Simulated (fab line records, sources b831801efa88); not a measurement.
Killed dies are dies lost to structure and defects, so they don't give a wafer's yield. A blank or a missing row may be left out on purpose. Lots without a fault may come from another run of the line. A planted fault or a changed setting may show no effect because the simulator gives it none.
fab line records | flow gf180mcu
record lots=5 wafers=15 last_day=34
route steps=602 shown V2@389 M3@409
lots that met no fault: from a run of the same line without faults
start_h: hours from the record's first day to the start of the lot's first wafer shown | wait_h: hours since the lot's step before | " the same as in the row above | L1.1+2: a row that stands for several wafers | - no value, or no start given | * or withheld: withheld | < > ~ a bound
route shown NAME@n: a module of which the file shows steps, and the number in the route of the first | usual: mean/standard deviation of fault-free wafers | same: alike in all rows | chamber/n: place in a boat | sites: the reading at each site | _std_site: their standard deviation | _edge_site: outer sites' mean less inner sites' | radius_mm: how far each site lies from the wafer's centre | mask NAME#n: copy n | behind: the tool/chamber that last shaped the wafer | hold: why the lot was held/for how many hours/how that ended | device: the transistor (n, p or np) that didn't switch | end of line: the same wafers' tests at the end of the route | a step without rows: its recipe alone | killed: dies lost to structure and defects at the first sort, not the wafer's yield | map: a wafer's dies, x killed, . not, _ none there
set.NAME: the setting as run; set.NAME@STEP: as run at that earlier step | model.NAME: the simulator's own value behind a step, which no gauge read
lots at some steps of the route; a table a step, a row a wafer
services: from which hour (start_h, from the record's first day; less than 0 if before it) a tool's chamber was out of use, for how many hours, and why
## steps
# step GF_V2_HMDS_07
# recipe prime_time_s=60 prime_temp_c=120
# usual prime_temp_c=120.00/0.13 resist_line_temp_C=22.99/0.095
# columns lot.wafer tool chamber start_h wait_h prime_temp_c resist_line_temp_C
L080.2 litho_track-01 0 511.73 0.1 119.99 23.07
L080.3 " 0 " " 120.02 23.11
L080.6 " 0 " " 119.90 23.10
L081.1 litho_track-01 0 518.25 0.1 119.79 23.02
L081.2 " 0 " " 120.00 23.05
L081.6 " 0 " " 119.97 22.98
L087.3 litho_track-02 0 564.45 0.1 119.96 23.04
L087.4 " 0 " " 119.77 22.91
L087.5 " 0 " " 120.00 22.85
L093.2 litho_track-02 0 609.17 0.1 120.29 23.02
L093.3 " 0 " " 120.06 23.08
L093.5 " 0 " " 120.18 22.91
L096.1 litho_track-01 0 628.65 0.1 120.07 22.90
L096.4 " 0 " " 120.13 22.87
L096.5 " 0 " " 119.81 23.04
# step GF_V2_COAT_08
# recipe resist=BARC temp_c=withheld time_s=withheld spin_rpm=withheld resist_thk_nm=withheld
# usual resist_line_temp_C=*
# columns lot.wafer tool chamber start_h wait_h resist_line_temp_C
L080.2 litho_track-01 0 511.88 0.1 *
L080.3 " 0 " " *
L080.6 " 0 " " *
L081.1 litho_track-01 0 518.40 0.1 *
L081.2 " 0 " " *
L081.6 " 0 " " *
L087.3 litho_track-02 0 564.60 0.1 *
L087.4 " 0 " " *
L087.5 " 0 " " *
L093.2 litho_track-02 0 609.32 0.1 *
L093.3 " 0 " " *
L093.5 " 0 " " *
L096.1 litho_track-01 0 628.80 0.1 *
L096.4 " 0 " " *
L096.5 " 0 " " *
# step GF_V2_COAT_09
# recipe resist=KrF spin_rpm=withheld resist_thk_nm=1000
# usual resist_line_temp_C=22.99/0.12
# columns lot.wafer tool chamber start_h wait_h resist_line_temp_C
L080.2 litho_track-01 0 - - 22.87
L080.3 " 0 " " 22.96
L080.6 " 0 " " 23.00
L081.1 litho_track-01 0 - - 23.20
L081.2 " 0 " " 23.05
L081.6 " 0 " " 23.16
L087.3 litho_track-02 0 - - 23.16
L087.4 " 0 " " 22.92
L087.5 " 0 " " 23.00
L093.2 litho_track-02 0 - - 22.96
L093.3 " 0 " " 22.84
L093.5 " 0 " " 22.84
L096.1 litho_track-01 0 - - 22.90
L096.4 " 0 " " 22.95
L096.5 " 0 " " 22.85
# step GF_V2_SOFTBAKE_10
# recipe temp_c=130 time_s=60 resist=KrF
# usual resist_line_temp_C=22.97/0.11
# columns lot.wafer tool chamber start_h wait_h resist_line_temp_C
L080.2 litho_track-01 0 - - 22.89
L080.3 " 0 " " 23.04
L080.6 " 0 " " 22.96
L081.1 litho_track-01 0 - - 22.84
L081.2 " 0 " " 22.88
L081.6 " 0 " " 22.99
L087.3 litho_track-02 0 - - 22.74
L087.4 " 0 " " 22.88
L087.5 " 0 " " 22.82
L093.2 litho_track-02 0 - - 22.82
L093.3 " 0 " " 22.80
L093.5 " 0 " " 22.87
L096.1 litho_track-01 0 - - 22.95
L096.4 " 0 " " 23.09
L096.5 " 0 " " 22.86
# step GF_V2_EXPOSE_11
# recipe mask_id=Via2 target_cd_nm=260 na=0.68 source_shape=conventional sigma_outer=0.6 dose_mj=38
# columns lot.wafer tool chamber start_h wait_h mask
L080.2+3+6 krf_scanner-02 0 - - Via2#0
L081.1+2+6 krf_scanner-01 0 - - Via2#0
L087.3+4+5 krf_scanner-01 0 - - Via2#0
L093.2+3+5 krf_scanner-02 0 - - Via2#0
L096.1+4+5 krf_scanner-02 0 - - Via2#0
# step GF_V2_PEB_12
# recipe peb_temp_c=135 peb_time_s=88.49 resist=KrF
# usual resist_line_temp_C=23.00/0.11
# columns lot.wafer tool chamber start_h wait_h resist_line_temp_C
L080.2 litho_track-01 0 - - 23.00
L080.3 " 0 " " 22.90
L080.6 " 0 " " 22.84
L081.1 litho_track-04 0 - - 23.13
L081.2 " 0 " " 23.01
L081.6 " 0 " " 23.09
L087.3 litho_track-04 0 - - 22.87
L087.4 " 0 " " 22.92
L087.5 " 0 " " 22.94
L093.2 litho_track-02 0 - - 23.12
L093.3 " 0 " " 23.04
L093.5 " 0 " " 23.12
L096.1 litho_track-04 0 - - 23.00
L096.4 " 0 " " 23.04
L096.5 " 0 " " 22.96
# step GF_V2_DEVELOP_13
# recipe develop_time_s=60 resist=KrF dev_temp_c=21
# usual developer_temp_C=20.99/0.11 resist_line_temp_C=23.00/0.1
# columns lot.wafer tool chamber start_h wait_h developer_temp_C resist_line_temp_C
L080.2 litho_track-01 0 523.58 0.2 21.12 23.10
L080.3 " 0 " " 20.96 23.12
L080.6 " 0 " " 21.02 23.03
L081.1 litho_track-04 0 530.34 0.2 20.91 22.95
L081.2 " 0 " " 20.98 23.00
L081.6 " 0 " " 20.94 23.06
L087.3 litho_track-04 0 575.39 0.1 20.79 22.98
L087.4 " 0 " " 20.96 22.83
L087.5 " 0 " " 20.93 22.96
L093.2 litho_track-02 0 619.22 0.2 20.96 22.90
L093.3 " 0 " " 21.05 23.08
L093.5 " 0 " " 20.81 22.92
L096.1 litho_track-04 0 639.04 0.2 20.97 23.14
L096.4 " 0 " " 20.86 23.01
L096.5 " 0 " " 20.98 23.08
# step GF_V2_CD_MEAS_14
# recipe target_cd_nm=260
# usual cd_nm=260.0/1.2
# columns lot.wafer tool chamber start_h wait_h cd_nm
L080.2 cd_sem-01 - 523.72 0.1 259.8
L080.3 " - " " 260.5
L080.6 " - " " 259.7
L081.1 cd_sem-01 - 530.49 0.1 258.5
L081.2 " - " " 259.5
L081.6 " - " " 260.7
L087.3 cd_sem-02 - 575.53 0.1 258.7
L087.4 " - " " 257.8
L087.5 " - " " 257.7
L093.2 cd_sem-01 - 619.37 0.1 262.6
L093.3 " - " " 260.9
L093.5 " - " " 261.2
L096.1 cd_sem-02 - 639.19 0.1 257.7
L096.4 " - " " 259.5
L096.5 " - " " 259.3
# step GF_V2_OVL_MEAS_15
# usual V2_OVL=1/5.4
# columns lot.wafer tool chamber start_h wait_h V2_OVL[nm]
L080.2 overlay-02 - 523.83 0.1 -5
L080.3 " - " " -4
L080.6 " - " " 0
L081.1 overlay-02 - 530.61 0.1 0
L081.2 " - " " 6
L081.6 " - " " -1
L087.3 overlay-02 - 575.63 0.1 3
L087.4 " - " " 11
L087.5 " - " " 7
L093.2 overlay-01 - 619.48 0.1 6
L093.3 " - " " 2
L093.5 " - " " 0
L096.1 overlay-02 - 639.31 0.1 -6
L096.4 " - " " -4
L096.5 " - " " -6
# step GF_V2_ETCH_16
# recipe chemistry=N2/H2 target_depth_a=withheld overetch_a=withheld time_s=withheld target=BARC ion_energy_ev=200 source_w=500 bias_w=100 pressure_mtorr=30 n2_flow_sccm=100 h2_flow_sccm=200
# usual chamber_pressure_mTorr=30.001/0.027 drypump_motor_current_A=5.6/0.49 oes_product_au=0.854/0.0048 throttle_valve_pct=13.225/0.0095
# columns lot.wafer tool chamber start_h wait_h chamber_pressure_mTorr drypump_motor_current_A oes_product_au throttle_valve_pct
L080.2 rie_diel-03 0 523.86 0.0 30.031 6.0 0.852 13.207
L080.3 " 3 " " 30.019 4.7 0.855 13.234
L080.6 " 0 " " 29.971 5.9 0.856 13.231
L081.1 rie_diel-01 2 530.65 0.0 29.994 5.3 0.857 13.224
L081.2 " 0 " " 29.985 5.5 0.855 13.236
L081.6 " 0 " " 29.995 5.5 0.851 13.229
L087.3 rie_diel-04 3 575.65 0.0 30.004 6.5 0.852 13.230
L087.4 " 0 " " 29.964 5.7 0.849 13.249
L087.5 " 1 " " 30.040 6.3 0.854 13.219
L093.2 rie_diel-04 2 619.51 0.0 29.987 5.2 0.868 13.229
L093.3 " 0 " " 30.007 5.7 0.847 13.203
L093.5 " 3 " " 29.974 6.5 0.858 13.221
L096.1 rie_diel-03 2 639.35 0.0 30.023 5.8 0.858 13.228
L096.4 " 1 " " 29.967 5.8 0.851 13.218
L096.5 " 0 " " 30.063 6.0 0.849 13.228
# step GF_V2_ETCH_17
# recipe chemistry=C4F8/O2/Ar mask_material=KrF target=SiO2 stop_on=TiN source_w=1500 bias_w=1200 pressure_mtorr=40 c4f8_flow_sccm=withheld O2_flow_sccm=6 Ar_flow_sccm=300 time_s=withheld target_depth_a=6300
# usual chamber_pressure_mTorr=40.00/0.034 oes_product_au=0.856/0.0044
# columns lot.wafer tool chamber start_h wait_h chamber_pressure_mTorr oes_product_au
L080.2 rie_diel-03 0 - - 40.08 0.854
L080.3 " 3 " " 40.00 0.859
L080.6 " 0 " " 40.01 0.862
L081.1 rie_diel-01 2 - - 40.01 0.859
L081.2 " 0 " " 40.00 0.859
L081.6 " 0 " " 40.02 0.855
L087.3 rie_diel-04 3 - - 39.95 0.863
L087.4 " 0 " " 39.96 0.859
L087.5 " 1 " " 40.05 0.861
L093.2 rie_diel-04 2 - - 40.06 0.859
L093.3 " 0 " " 39.99 0.858
L093.5 " 3 " " 39.92 0.860
L096.1 rie_diel-03 2 - - 39.93 0.856
L096.4 " 1 " " 39.97 0.862
L096.5 " 0 " " 39.94 0.849
# step GF_V2_STRIP_18
# recipe chemistry=O2/N2 power_w=1400 pressure_mtorr=1500 platen_temp_c=250 o2_flow_sccm=3000 n2_flow_sccm=300 overash_fraction=0.5
# usual chamber_pressure_mTorr=1499.8/1.4 drypump_motor_current_A=5.5/0.44 heater_power_w=349/72 oes_product_au=0.592/0.0046
# columns lot.wafer tool chamber start_h wait_h chamber_pressure_mTorr drypump_motor_current_A heater_power_w oes_product_au rf_hours_counter_h
L080.2 plasma_asher-02 1 523.99 - 1499.5 5.2 379 0.594 41
L080.3 " 1 " " 1497.8 5.2 394 0.599 -
L080.6 " 1 " " 1500.9 5.2 398 0.588 -
L081.1 plasma_asher-02 0 530.78 - 1500.0 6.2 282 0.598 42
L081.2 " 1 " " 1500.6 5.2 385 0.587 42
L081.6 " 1 " " 1501.5 5.2 382 0.584 -
L087.3 plasma_asher-03 0 575.81 - 1502.0 5.6 276 0.597 -
L087.4 " 1 " " 1500.0 4.9 441 0.588 -
L087.5 " 0 " " 1499.6 5.6 273 0.595 -
L093.2 plasma_asher-03 1 619.63 - 1501.1 4.9 449 0.589 20
L093.3 " 1 " " 1499.7 4.9 450 0.589 -
L093.5 " 0 " " 1499.7 5.6 275 0.586 -
L096.1 plasma_asher-03 0 639.48 - 1497.2 5.6 282 0.591 22
L096.4 " 0 " " 1498.6 5.6 280 0.589 -
L096.5 " 0 " " 1498.6 5.6 284 0.592 -
# step GF_V2_STRIP_19
# recipe chemistry=post_etch_residue_remover time_s=1200 temp_c=72.5
# columns lot.wafer tool chamber start_h wait_h
L080.2+3+6 wet_bench-02 0 524.09 0.1
L081.1+2+6 wet_bench-01 0 530.88 0.1
L087.3+4+5 wet_bench-01 2 575.88 0.0
L093.2+3+5 wet_bench-02 1 619.73 0.1
L096.1+4+5 wet_bench-04 3 639.58 0.1
# step GF_V2_CLEAN_20
# recipe chemistry=DIW dry=n2_spin
# columns lot.wafer tool chamber start_h wait_h
L080.2+3+6 wet_bench-04 0 524.43 0.0
L081.1+2+6 wet_bench-02 3 531.22 0.0
L087.3+4+5 wet_bench-02 1 576.22 0.0
L093.2+3+5 wet_bench-01 0 620.08 0.0
L096.1+4+5 wet_bench-02 3 639.92 0.0
# step GF_V2_SPUTTER_21
# recipe material=Ti target_thk_nm=15 chamber_pressure_pa=5 power_w=2500 substrate_temp_c=200 time_s=80.02
# usual throttle_valve_pct=30.3/1.4
# columns lot.wafer tool chamber start_h wait_h throttle_valve_pct
L080.2 pvd_sputter-01 - 524.65 0.0 31.4
L080.3 " - " " 29.5
L080.6 " - " " 29.4
L081.1 pvd_sputter-02 - 531.32 0.0 31.6
L081.2 " - " " 27.7
L081.6 " - " " 32.1
L087.3 pvd_sputter-01 - 576.31 0.0 31.4
L087.4 " - " " 29.5
L087.5 " - " " 31.4
L093.2 pvd_sputter-02 - 620.17 0.0 32.0
L093.3 " - " " 31.0
L093.5 " - " " 31.9
L096.1 pvd_sputter-04 - 640.02 0.0 29.3
L096.4 " - " " 29.0
L096.5 " - " " 28.8
# step GF_V2_SPUTTER_22
# recipe material=TiN target_thk_nm=10 chamber_pressure_pa=5 power_w=4000 time_s=40
# usual throttle_valve_pct=30.3/1.4
# columns lot.wafer tool chamber start_h wait_h throttle_valve_pct
L080.2 pvd_sputter-01 - 524.71 0.0 31.4
L080.3 " - " " 29.4
L080.6 " - " " 29.6
L081.1 pvd_sputter-02 - 531.38 0.0 31.8
L081.2 " - " " 27.9
L081.6 " - " " 32.0
L087.3 pvd_sputter-01 - 576.37 0.0 31.6
L087.4 " - " " 29.2
L087.5 " - " " 31.6
L093.2 pvd_sputter-02 - 620.23 0.0 31.8
L093.3 " - " " 31.1
L093.5 " - " " 31.7
L096.1 pvd_sputter-04 - 640.08 0.0 29.2
L096.4 " - " " 28.7
L096.5 " - " " 29.0
# step GF_V2_CVD_23
# recipe material=W target_thk_nm=350 time_s=104.94 temp_c=400 pressure_torr=40
# usual heater_power_w=782/43
# columns lot.wafer tool chamber start_h wait_h heater_power_w
L080.2 cvd_w-01 1 524.75 0.0 829
L080.3 " 1 " " 806
L080.6 " 1 " " 818
L081.1 cvd_w-02 1 531.42 0.0 828
L081.2 " 0 " " 722
L081.6 " 0 " " 720
L087.3 cvd_w-02 1 576.45 0.1 834
L087.4 " 0 " " 737
L087.5 " 0 " " 759
L093.2 cvd_w-01 1 620.27 0.0 839
L093.3 " 1 " " 825
L093.5 " 0 " " 766
L096.1 cvd_w-01 1 640.12 0.0 810
L096.4 " 0 " " 740
L096.5 " 0 " " 772
# step GF_V2_RS_MEAS_24
# recipe thk_meas_gauge=four-point-probe reads=W_of_V2_CVD_23+TiN_of_V2_SPUTTER_22+Ti_of_V2_SPUTTER_21
# usual V2_W_RS=0.328/0.0034
# columns lot.wafer tool chamber start_h wait_h V2_W_RS[ohm/sq]
L080.2 film_metro-01 - 524.88 0.1 0.330
L080.3 " - " " 0.333
L080.6 " - " " 0.332
L081.1 film_metro-01 - 531.53 0.1 0.324
L081.2 " - " " 0.324
L081.6 " - " " 0.326
L087.3 film_metro-01 - 576.56 0.1 0.331
L087.4 " - " " 0.327
L087.5 " - " " 0.327
L093.2 film_metro-04 - 620.40 0.1 0.327
L093.3 " - " " 0.328
L093.5 " - " " 0.325
L096.1 film_metro-04 - 640.23 0.1 0.332
L096.4 " - " " 0.329
L096.5 " - " " 0.326
# step GF_V2_THK_MEAS_25
# recipe thk_meas_gauge=xrf reads=W_of_V2_CVD_23
# usual V2_W_THK=360/3.8
# columns lot.wafer tool chamber start_h wait_h V2_W_THK[nm]
L080.2 film_metro-01 - 524.99 0.1 361
L080.3 " - " " 359
L080.6 " - " " 359
L081.1 film_metro-01 - 531.65 0.1 365
L081.2 " - " " 365
L081.6 " - " " 361
L087.3 film_metro-01 - 576.66 0.1 360
L087.4 " - " " 365
L087.5 " - " " 364
L093.2 film_metro-04 - 620.51 0.1 358
L093.3 " - " " 361
L093.5 " - " " 363
L096.1 film_metro-04 - 640.35 0.1 357
L096.4 " - " " 357
L096.5 " - " " 360
# step GF_V2_CMP_26
# recipe stop_on=SiO2 down_force_psi=3.5 platen_rpm=60 t_overpolish_s=15 target_thk_nm=0 pad_velocity_m_s=0.94248
# usual motor_current_A=11.3/0.86 overpolish_run_s=15.002/0.0098 time_to_endpoint_s=82/4.2
# columns lot.wafer tool chamber start_h wait_h motor_current_A overpolish_run_s time_to_endpoint_s
L080.3 cmp-01 0 525.04 0.0 10.8 15.005 76
L080.2 " 1 " " 9.3 15.023 81
L080.6 " 0 " " 10.9 15.014 74
L081.2 cmp-02 1 531.76 0.1 13.0 15.001 84
L081.1 " 2 " " 10.9 15.006 83
L081.6 " 0 " " 11.6 14.980 91
L087.3 cmp-01 3 576.80 0.1 10.6 15.009 80
L087.4 " 0 " " 11.2 15.016 77
L087.5 " 1 " " 10.0 14.999 86
L093.3 cmp-01 3 621.51 1.0 11.0 15.012 78
L093.2 " 1 " " 10.1 15.000 88
L093.5 " 2 " " 11.5 15.009 88
L096.4 cmp-01 1 640.46 0.1 9.8 14.989 83
L096.1 " 3 " " 10.6 15.005 79
L096.5 " 0 " " 11.1 15.012 79
# step GF_M3_SPUTTER_00
# recipe material=Ti target_thk_nm=37.5 arriving_ion_energy_ev=80 substrate_temp_c=200 chamber_pressure_pa=2 power_w=4000 time_s=150
# usual throttle_valve_pct=30.0/1.2
# columns lot.wafer tool chamber start_h wait_h throttle_valve_pct
L080.2 pvd_sputter-03 - 525.34 0.2 29.4
L080.3 " - " " 30.3
L080.6 " - " " 30.0
L081.1 pvd_sputter-04 - 532.01 0.1 28.9
L081.2 " - " " 29.0
L081.6 " - " " 30.0
L087.3 pvd_sputter-04 - 577.00 0.1 29.1
L087.4 " - " " 29.2
L087.5 " - " " 30.4
L093.2 pvd_sputter-02 - 621.76 0.1 27.8
L093.3 " - " " 31.8
L093.5 " - " " 32.0
L096.1 pvd_sputter-02 - 640.71 0.1 31.2
L096.4 " - " " 32.0
L096.5 " - " " 31.2
# step GF_M3_SPUTTER_01
# recipe material=TiN target_thk_nm=30 power_w=6500 time_s=25 chamber_pressure_pa=0.4
# usual throttle_valve_pct=30.0/1.2
# columns lot.wafer tool chamber start_h wait_h throttle_valve_pct
L080.2 pvd_sputter-03 - 525.44 0.1 29.5
L080.3 " - " " 30.1
L080.6 " - " " 30.3
L081.1 pvd_sputter-04 - 532.11 0.1 29.0
L081.2 " - " " 29.4
L081.6 " - " " 30.1
L087.3 pvd_sputter-04 - 577.10 0.1 28.9
L087.4 " - " " 29.1
L087.5 " - " " 30.1
L093.2 pvd_sputter-02 - 621.86 0.1 27.8
L093.3 " - " " 31.6
L093.5 " - " " 31.9
L096.1 pvd_sputter-02 - 640.81 0.1 31.2
L096.4 " - " " 32.0
L096.5 " - " " 31.2
# step GF_M3_SPUTTER_02
# recipe material=AlCu target_thk_nm=450 power_w=10600 time_s=23.9 chamber_pressure_pa=0.4
# usual throttle_valve_pct=30.0/1.2
# columns lot.wafer tool chamber start_h wait_h throttle_valve_pct
L080.2 pvd_sputter-03 - 525.47 0.0 29.6
L080.3 " - " " 30.0
L080.6 " - " " 30.2
L081.1 pvd_sputter-04 - 532.14 0.0 28.8
L081.2 " - " " 29.5
L081.6 " - " " 30.0
L087.3 pvd_sputter-04 - 577.13 0.0 28.9
L087.4 " - " " 29.3
L087.5 " - " " 30.4
L093.2 pvd_sputter-02 - 621.89 0.0 27.8
L093.3 " - " " 31.9
L093.5 " - " " 31.8
L096.1 pvd_sputter-02 - 640.84 0.0 31.1
L096.4 " - " " 31.9
L096.5 " - " " 31.5
# step GF_M3_SPUTTER_03
# recipe material=Ti target_thk_nm=10 substrate_temp_c=300 chamber_pressure_pa=0.3 power_w=3000 time_s=6.7
# usual throttle_valve_pct=30.0/1.2
# columns lot.wafer tool chamber start_h wait_h throttle_valve_pct
L080.2 pvd_sputter-03 - 525.50 0.0 29.4
L080.3 " - " " 30.3
L080.6 " - " " 30.4
L081.1 pvd_sputter-04 - 532.17 0.0 29.1
L081.2 " - " " 29.3
L081.6 " - " " 30.1
L087.3 pvd_sputter-04 - 577.16 0.0 29.1
L087.4 " - " " 29.3
L087.5 " - " " 30.4
L093.2 pvd_sputter-02 - 621.92 0.0 27.5
L093.3 " - " " 31.8
L093.5 " - " " 31.9
L096.1 pvd_sputter-02 - 640.87 0.0 31.1
L096.4 " - " " 31.9
L096.5 " - " " 31.4
# step GF_M3_SPUTTER_04
# recipe material=TiN target_thk_nm=50 power_w=6500 time_s=41.7 chamber_pressure_pa=0.4
# usual throttle_valve_pct=30.0/1.3
# columns lot.wafer tool chamber start_h wait_h throttle_valve_pct
L080.2 pvd_sputter-03 - 525.52 0.0 29.6
L080.3 " - " " 30.1
L080.6 " - " " 30.2
L081.1 pvd_sputter-04 - 532.19 0.0 28.8
L081.2 " - " " 29.3
L081.6 " - " " 30.3
L087.3 pvd_sputter-04 - 577.19 0.0 28.7
L087.4 " - " " 29.2
L087.5 " - " " 30.0
L093.2 pvd_sputter-02 - 621.94 0.0 27.8
L093.3 " - " " 31.7
L093.5 " - " " 32.0
L096.1 pvd_sputter-02 - 640.89 0.0 31.1
L096.4 " - " " 31.9
L096.5 " - " " 31.4
# step GF_M3_RS_MEAS_05
# recipe thk_meas_gauge=four-point-probe reads=TiN_of_M3_SPUTTER_04+Ti_of_M3_SPUTTER_03+AlCu_of_M3_SPUTTER_02+TiN_of_M3_SPUTTER_01+Ti_of_M3_SPUTTER_00
# usual M3_ALCU_RS=0.0696/0.00072
# columns lot.wafer tool chamber start_h wait_h M3_ALCU_RS[ohm/sq]
L080.2 film_metro-04 - 525.58 0.0 0.0708
L080.3 " - " " 0.0700
L080.6 " - " " 0.0703
L081.1 film_metro-03 - 532.23 0.0 0.0681
L081.2 " - " " 0.0689
L081.6 " - " " 0.0690
L087.3 film_metro-03 - 577.27 0.1 0.0688
L087.4 " - " " 0.0686
L087.5 " - " " 0.0685
L093.2 film_metro-02 - 622.00 0.0 0.0703
L093.3 " - " " 0.0708
L093.5 " - " " 0.0709
L096.1 film_metro-04 - 640.93 0.0 0.0695
L096.4 " - " " 0.0702
L096.5 " - " " 0.0697
# step GF_M3_THK_MEAS_06
# recipe thk_meas_gauge=xrf reads=AlCu_of_M3_SPUTTER_02
# usual M3_ALCU_THK=450/6.6
# columns lot.wafer tool chamber start_h wait_h M3_ALCU_THK[nm]
L080.2 film_metro-04 - 525.69 0.1 439
L080.3 " - " " 442
L080.6 " - " " 443
L081.1 film_metro-03 - 532.35 0.1 460
L081.2 " - " " 452
L081.6 " - " " 455
L087.3 film_metro-03 - 577.37 0.1 453
L087.4 " - " " 456
L087.5 " - " " 455
L093.2 film_metro-02 - 622.11 0.1 449
L093.3 " - " " 445
L093.5 " - " " 447
L096.1 film_metro-04 - 641.05 0.1 444
L096.4 " - " " 442
L096.5 " - " " 444
# step GF_M3_DEHYDRATE_07
# recipe temp_c=200 time_s=60
# usual resist_line_temp_C=23.01/0.1
# columns lot.wafer tool chamber start_h wait_h resist_line_temp_C
L080.2 litho_track-03 0 536.59 10.9 23.16
L080.3 " 0 " " 23.02
L080.6 " 0 " " 23.03
L081.1 litho_track-03 0 542.86 10.5 23.11
L081.2 " 0 " " 23.06
L081.6 " 0 " " 23.14
L087.3 litho_track-03 0 587.66 10.3 22.86
L087.4 " 0 " " 22.93
L087.5 " 0 " " 22.92
L093.2 litho_track-01 0 631.48 9.4 22.87
L093.3 " 0 " " 22.79
L093.5 " 0 " " 22.89
L096.1 litho_track-01 0 649.90 8.8 22.94
L096.4 " 0 " " 23.00
L096.5 " 0 " " 23.00
# step GF_M3_HMDS_08
# recipe prime_time_s=60 prime_temp_c=120
# usual prime_temp_c=120.01/0.14 resist_line_temp_C=23.02/0.09
# columns lot.wafer tool chamber start_h wait_h prime_temp_c resist_line_temp_C
L080.2 litho_track-03 0 536.74 0.1 120.13 23.10
L080.3 " 0 " " 120.05 23.02
L080.6 " 0 " " 120.11 23.13
L081.1 litho_track-03 0 543.01 0.1 119.99 23.08
L081.2 " 0 " " 120.00 22.84
L081.6 " 0 " " 119.99 23.05
L087.3 litho_track-03 0 587.81 0.1 119.93 23.02
L087.4 " 0 " " 119.98 22.98
L087.5 " 0 " " 119.77 22.88
L093.2 litho_track-01 0 631.63 0.1 120.07 22.98
L093.3 " 0 " " 119.87 23.12
L093.5 " 0 " " 120.15 23.03
L096.1 litho_track-01 0 650.05 0.1 120.22 22.94
L096.4 " 0 " " 120.10 23.06
L096.5 " 0 " " 120.19 23.09
# step GF_M3_COAT_09
# recipe resist=KrF spin_rpm=withheld resist_thk_nm=1000
# usual resist_line_temp_C=23.00/0.11
# columns lot.wafer tool chamber start_h wait_h resist_line_temp_C
L080.2 litho_track-03 0 536.89 0.1 22.99
L080.3 " 0 " " 22.88
L080.6 " 0 " " 23.02
L081.1 litho_track-03 0 543.16 0.1 22.96
L081.2 " 0 " " 22.88
L081.6 " 0 " " 23.05
L087.3 litho_track-03 0 587.96 0.1 23.01
L087.4 " 0 " " 22.84
L087.5 " 0 " " 23.04
L093.2 litho_track-01 0 631.78 0.1 22.86
L093.3 " 0 " " 23.12
L093.5 " 0 " " 22.98
L096.1 litho_track-01 0 650.20 0.1 23.12
L096.4 " 0 " " 22.84
L096.5 " 0 " " 22.96
# step GF_M3_SOFTBAKE_10
# recipe temp_c=130 time_s=58.37 resist=KrF
# usual resist_line_temp_C=23.01/0.099
# columns lot.wafer tool chamber start_h wait_h resist_line_temp_C
L080.2 litho_track-03 0 537.04 0.1 22.97
L080.3 " 0 " " 22.96
L080.6 " 0 " " 22.96
L081.1 litho_track-03 0 543.31 0.1 23.01
L081.2 " 0 " " 23.07
L081.6 " 0 " " 23.02
L087.3 litho_track-03 0 588.11 0.1 22.88
L087.4 " 0 " " 22.95
L087.5 " 0 " " 22.99
L093.2 litho_track-01 0 631.93 0.1 23.04
L093.3 " 0 " " 23.04
L093.5 " 0 " " 23.06
L096.1 litho_track-01 0 650.35 0.1 22.89
L096.4 " 0 " " 22.82
L096.5 " 0 " " 23.05
# step GF_M3_EXPOSE_11
# recipe mask_id=Metal3 target_cd_nm=280 na=0.68 source_shape=conventional sigma_outer=0.6 dose_mj=28
# columns lot.wafer tool chamber start_h wait_h mask
L080.2+3+6 krf_scanner-02 0 - - Metal3#0
L081.1+2+6 krf_scanner-02 0 - - Metal3#0
L087.3+4+5 krf_scanner-02 0 - - Metal3#0
L093.2+3+5 krf_scanner-01 0 - - Metal3#0
L096.1+4+5 krf_scanner-02 0 - - Metal3#0
# step GF_M3_PEB_12
# recipe peb_temp_c=135 peb_time_s=90 resist=KrF
# usual resist_line_temp_C=22.98/0.11
# columns lot.wafer tool chamber start_h wait_h resist_line_temp_C
L080.2 litho_track-01 0 - - 23.06
L080.3 " 0 " " 22.87
L080.6 " 0 " " 22.91
L081.1 litho_track-03 0 - - 23.12
L081.2 " 0 " " 23.08
L081.6 " 0 " " 23.03
L087.3 litho_track-04 0 - - 22.92
L087.4 " 0 " " 22.96
L087.5 " 0 " " 23.03
L093.2 litho_track-04 0 - - 23.10
L093.3 " 0 " " 23.04
L093.5 " 0 " " 23.08
L096.1 litho_track-04 0 - - 22.89
L096.4 " 0 " " 22.89
L096.5 " 0 " " 22.89
# step GF_M3_DEVELOP_13
# recipe develop_time_s=60 dev_temp_c=21
# usual developer_temp_C=20.99/0.1 resist_line_temp_C=23.01/0.095
# columns lot.wafer tool chamber start_h wait_h developer_temp_C resist_line_temp_C
L080.2 litho_track-01 0 547.98 0.2 20.98 23.01
L080.3 " 0 " " 20.96 22.95
L080.6 " 0 " " 20.94 23.02
L081.1 litho_track-03 0 553.56 0.2 21.01 23.02
L081.2 " 0 " " 21.03 22.94
L081.6 " 0 " " 21.03 23.15
L087.3 litho_track-04 0 598.74 0.1 21.15 22.93
L087.4 " 0 " " 21.01 22.93
L087.5 " 0 " " 20.97 22.89
L093.2 litho_track-04 0 642.17 0.2 20.86 22.86
L093.3 " 0 " " 20.90 22.93
L093.5 " 0 " " 21.04 22.88
L096.1 litho_track-04 0 659.79 0.2 20.86 22.92
L096.4 " 0 " " 20.97 22.85
L096.5 " 0 " " 20.95 22.92
# step GF_M3_CD_MEAS_14
# recipe target_cd_nm=280
# usual cd_nm=280.1/1.3
# columns lot.wafer tool chamber start_h wait_h cd_nm
L080.2 cd_sem-01 - 548.12 0.1 281.2
L080.3 " - " " 280.6
L080.6 " - " " 281.1
L081.1 cd_sem-01 - 553.71 0.1 282.9
L081.2 " - " " 281.6
L081.6 " - " " 282.7
L087.3 cd_sem-01 - 598.88 0.1 279.4
L087.4 " - " " 281.3
L087.5 " - " " 278.7
L093.2 cd_sem-01 - 642.31 0.1 279.7
L093.3 " - " " 279.2
L093.5 " - " " 278.0
L096.1 cd_sem-01 - 659.94 0.1 279.8
L096.4 " - " " 280.6
L096.5 " - " " 280.0
## services
# columns tool chamber start_h hours kind
cmp-01 - 489.91 0.4 repair
rie_diel-04 0 492.54 4.3 repair
pvd_sputter-03 - 494.08 28.4 repair
pvd_sputter-04 - 513.52 12.6 repair
krf_scanner-02 - 523.49 3.6 pm
krf_scanner-01 - 531.74 0.8 pm
rie_diel-04 0 544.27 5.6 repair
krf_scanner-02 - 546.50 0.3 repair
krf_scanner-02 - 551.14 1.3 pm
krf_scanner-01 - 569.73 1.0 pm
cmp-01 - 576.19 0.4 repair
krf_scanner-02 - 577.29 4.0 pm
rie_diel-04 2 580.59 3.0 repair
krf_scanner-02 - 593.62 1.0 pm
cmp-01 - 600.94 1.0 repair
krf_scanner-02 - 604.20 3.2 repair
pvd_sputter-02 - 611.47 2.0 repair
rie_diel-03 - 612.76 4.3 pm
wet_bench-02 - 622.29 3.8 repair
rie_diel-03 1 627.04 7.1 repair
rie_diel-03 3 636.32 4.1 repair
pvd_sputter-03 - 638.29 14.1 repair
rie_diel-04 0 638.89 19.8 repair
rie_diel-04 1 642.91 4.3 repair
## key
fault none
